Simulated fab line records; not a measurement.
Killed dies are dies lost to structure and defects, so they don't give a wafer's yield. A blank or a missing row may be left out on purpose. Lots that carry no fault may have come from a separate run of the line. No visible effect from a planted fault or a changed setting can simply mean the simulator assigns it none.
Chamber matching    flow sky130    4 sister chambers for SKY_FIELD_ISO_CMP_27 on cmp-02
The step polishes, stops on Si3N4, t overpolish 16 s, target thk 457.8 nm. 14 wafers are shown with their chamber, then 7 later ones without.

== WAFERS WITH THEIR CHAMBER ==
wafer   chamber  motor-current-A (A)  time-to-endpoint-s (s)  overpolish-run-s (s)
L792.2  0        10.6                 107                     15.995
L792.3  2        11.5                 104                     15.987
L792.4  1        13.6                 106                     15.986
L799.1  1        13.6                 111                     15.993
L799.3  3        12.5                 112                     16.005
L799.6  3        13.1                 115                     15.999
L800.1  0        10.7                 112                     16.016
L800.3  1        12.7                 110                     16.004
L800.4  2        11.8                 111                     15.999
L805.3  2        12.3                 107                     16.005
L805.4  0        10.3                 109                     16.017
L805.5  2        12.2                 113                     15.989
L808.2  2        11.5                 110                     15.988
L808.4  3        12.6                 116                     16.002

SIGNATURES, as means of the wafers listed above
reading             chamber 0  chamber 1  chamber 2  chamber 3  scatter within a chamber
motor-current-A     10.533     13.300     11.860     12.733     0.375
time-to-endpoint-s  109.33     109.00     109.00     114.33     2.92
overpolish-run-s    16.00933   15.99433   15.99360   16.00200   0.00864
Rule: a wafer lies at a distance from a chamber equal to the root of the sum of squares, over the readings, of (its reading less the chamber's mean, divided by the reading's scatter). If the next closest chamber is less than 2 further off than the closest, the wafer can't be placed; otherwise it belongs to the closest. How the scatter is found: for the shown wafers, subtract from each reading the mean of its chamber, square and add these, divide the total by (wafers less chambers), then take the root.

== WAFERS WITHOUT THEIR CHAMBER ==
wafer   motor-current-A (A)  time-to-endpoint-s (s)  overpolish-run-s (s)
L808.5  12.3                 110                     15.993
L809.1  12.1                 108                     16.003
L809.2  12.6                 109                     15.993
L809.3  10.4                 104                     15.994
L810.1  13.0                 118                     16.009
L810.2  13.5                 109                     16.008
L810.6  11.8                 113                     15.993

== CHAMBER TAKEN BY EACH ==
wafer   from the rows above           in truth
L808.5  can't be placed: 2 or 3 or 1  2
L809.1  can't be placed: 2 or 3       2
L809.2  can't be placed: 1 or 2 or 3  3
L809.3  can't be placed: 0 or 2       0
L810.1  can't be placed: 3 or 1       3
L810.2  can't be placed: 1 or 3       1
L810.6  can't be placed: 2 or 3       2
Placed correctly: 0 of 7. These rows do not allow placing 7 (true chamber among the candidates in 7). Number placed wrongly: 0.
